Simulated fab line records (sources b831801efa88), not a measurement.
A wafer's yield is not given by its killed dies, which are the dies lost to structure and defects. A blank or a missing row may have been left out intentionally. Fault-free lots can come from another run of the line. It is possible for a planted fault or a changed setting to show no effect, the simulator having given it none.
A lot that was struck, set against a sound lot || flow sky130 || 20 out of 708 route steps
Sound: wafers L406.2, L406.3, L406.6. The struck wafers were L407.3, L407.5, L407.6. The cause is given at the end.
Per side, at each step with rows, come the tool, then ch with its chambers, and then its first start. Under that, the readings that differ: sound wafers || struck wafers || difference of the means || sigmas: that difference in standard deviations of wafers without a fault.
alike: words and numbers the same on both sides, and readings whose means are apart by under 2 such deviations; not compared: readings that were withheld, readings missing a value for some wafer, numbers with overlapping values and no deviation given by the record, and bounds like >300 which may hide the same value.
Wherever a step has rows on one side only, a row that says differs or no value, or a row with sigmas, the two part there. Numbers that don't overlap but have no deviation are shown without sigmas and don't part them. A reading missing from all wafers of one side parts the sides only when that side holds two or more wafers.

SKY_FIELD_ISO_BOW_MEAS_00:
  sound on film_metro-01 at day 2 01:01; struck on film_metro-02 at day 2 06:02
  alike: INCOMING_BOW
then, 1 step without rows for these wafers: SKY_FIELD_ISO_OXIDATION_01 (stabilise 600 s, purge 300 s, target thk 12 nm).
SKY_FIELD_ISO_THK_MEAS_02:
  sound on film_metro-03 at day 2 04:47; struck on film_metro-03 at day 2 08:38
  alike: FIELD_ISO_OXIDATION_00_THK
then, 1 step without rows for these wafers: SKY_FIELD_ISO_CVD_03 (deposits Si3N4 from DCS/NH3, target thk 165 nm, time 2719 s).
SKY_FIELD_ISO_THK_MEAS_04:
  sound on film_metro-02 at day 2 06:44; struck on film_metro-03 at day 2 11:22
  alike: FIELD_ISO_CVD_03_THK
then, 5 steps without rows for these wafers: SKY_FIELD_ISO_DEHYDRATE_05 (time 60 s); SKY_FIELD_ISO_HMDS_06 (prime time 60 s); SKY_FIELD_ISO_COAT_07 (resist thk 60 nm); SKY_FIELD_ISO_COAT_08 (resist thk 450 nm); SKY_FIELD_ISO_SOFTBAKE_09 (time 90 s).
SKY_FIELD_ISO_EXPOSE_10: exposes mask FOM, target cd 150 nm.
  sound on krf_scanner-01 ch 0, day 2 15:14; struck on krf_scanner-02 ch 0, day 2 19:17
{"reading": "mask", "sound": "FOM#0 FOM#0 FOM#0", "struck": "FOM_R1#0 FOM_R1#0 FOM_R1#0", "difference": "differs", "sigmas": ""}
  alike: stage_vel_mm_s
then, 2 steps without rows for these wafers: SKY_FIELD_ISO_PEB_11; SKY_FIELD_ISO_DEVELOP_12 (develop time 60 s).
SKY_FIELD_ISO_CD_MEAS_13: the cd target is 150 nm.
  sound on cd_sem-01 at day 2 22:36; struck on cd_sem-02 at day 3 03:01
{"reading": "cd_nm (nm)", "sound": "149.0 149.5 148.2", "struck": "140.3 140.7 139.8", "difference": -8.6, "sigmas": -5}
SKY_FIELD_ISO_ETCH_14: etches BARC in N2/H2, stops on SiO2, time 45.9 s, target depth 60 nm.
  sound on rie_diel-04 ch 0,2,3, day 2 22:42; struck on rie_diel-03 ch 2,3, day 3 03:06
{"reading": "model.FIELD_ISO.cd_nm (nm)", "sound": "148.2 150.6 147.5", "struck": "141.1 141.2 140", "difference": -8.0, "sigmas": ""}
  alike: drypump_motor_current_A, oes_product_au, throttle_valve_pct
  not compared: rf_hours_counter_h
SKY_FIELD_ISO_ETCH_15: etches the open film in CHF3/O2, stops on Si, target depth 180 nm, time 72 s.
  sound on rie_diel-04 ch 0,2,3, day 2 22:44; struck on rie_diel-03 ch 2,3, day 3 03:08
  alike: O2_flow_sccm, drypump_motor_current_A, oes_product_au, throttle_valve_pct
  not compared: rf_hours_counter_h
SKY_FIELD_ISO_STRIP_16: strips in O2/N2.
  sound on plasma_asher-02 ch 0,1, day 2 22:48; struck on plasma_asher-02 ch 0,1, day 3 03:14
  alike: drypump_motor_current_A, oes_product_au, strip_time_to_endpoint_s
  not compared: rf_hours_counter_h
SKY_FIELD_ISO_ETCH_17: etches Si in HBr/Cl2/O2, target depth 342 nm, time 97.7 s.
  sound on rie_si-02 ch 1,2, day 2 22:54; struck on rie_si-01 ch 0,1,3, day 3 03:18
{"reading": "model.FIELD_ISO.cd_nm (nm)", "sound": "149 148.3 148.8", "struck": "141.3 142 140.6", "difference": -7.4, "sigmas": ""}
  alike: O2_flow_sccm, drypump_motor_current_A, oes_product_au, throttle_valve_pct
  not compared: rf_hours_counter_h
then, 1 step without rows for these wafers: SKY_FIELD_ISO_WET_ETCH_18 (etches Si3N4 in H3PO4, target depth 25 nm, time 286 s).
-- here the record skips 43 days between the struck wafers' starts before and after, leaving off in module FIELD_ISO and picking up in module PAD_OPEN (first step shown: number 708 of the route) --
SKY_PAD_OPEN_PROBE_99:
  sound on prober-02 at day 46 11:31; struck on prober-01 at day 46 13:17
{"reading": "model.etest.pfet_g5v0d10v5.r_on_ohm_um", "sound": "4703 4696 4731", "struck": "4794 4818 4871", "difference": "+118", "sigmas": ""}
{"reading": "model.etest.res_pdiff.line_ohm_um", "sound": "1399 1387 1397", "struck": "1406 1438 1421", "difference": "+27", "sigmas": ""}
{"reading": "model.etest.res_ndiff.line_ohm_um", "sound": "761.5 762.7 784.3", "struck": "812.1 807.5 818.9", "difference": "+43.3", "sigmas": ""}
{"reading": "model.etest.sram_nfet_pass.drive_ua_um", "sound": "501.4 499.4 486.4", "struck": "462.8 464.3 460.6", "difference": -33.2, "sigmas": ""}
{"reading": "model.etest.sram_pfet_latch.drive_ua_um", "sound": "140.3 140.6 140.3", "struck": "134.6 140.2 139", "difference": -2.5, "sigmas": ""}
{"reading": "model.etest.res_pdiff.width_nm (nm)", "sound": "143.1 142.4 142.8", "struck": "135.1 136.3 134.9", "difference": -7.3, "sigmas": ""}
{"reading": "model.etest.res_ndiff.width_nm (nm)", "sound": "156.5 155.4 156.9", "struck": "148.2 149.1 147.6", "difference": -8.0, "sigmas": ""}
  alike: killed_at_M0_to_M3, killed_at_M4_up, killed_at_contacts, killed_at_front_end, killed_at_other, killed_dies, killed_open, killed_short

## WHERE THEY PART
Last at SKY_FIELD_ISO_CD_MEAS_13 as far as this record goes, first at SKY_FIELD_ISO_EXPOSE_10. Later steps at which nothing parts them and some readings are alike: SKY_FIELD_ISO_ETCH_14, SKY_FIELD_ISO_ETCH_15, SKY_FIELD_ISO_STRIP_16, SKY_FIELD_ISO_ETCH_17, SKY_PAD_OPEN_PROBE_99.

WHY: what had been put in by the simulator
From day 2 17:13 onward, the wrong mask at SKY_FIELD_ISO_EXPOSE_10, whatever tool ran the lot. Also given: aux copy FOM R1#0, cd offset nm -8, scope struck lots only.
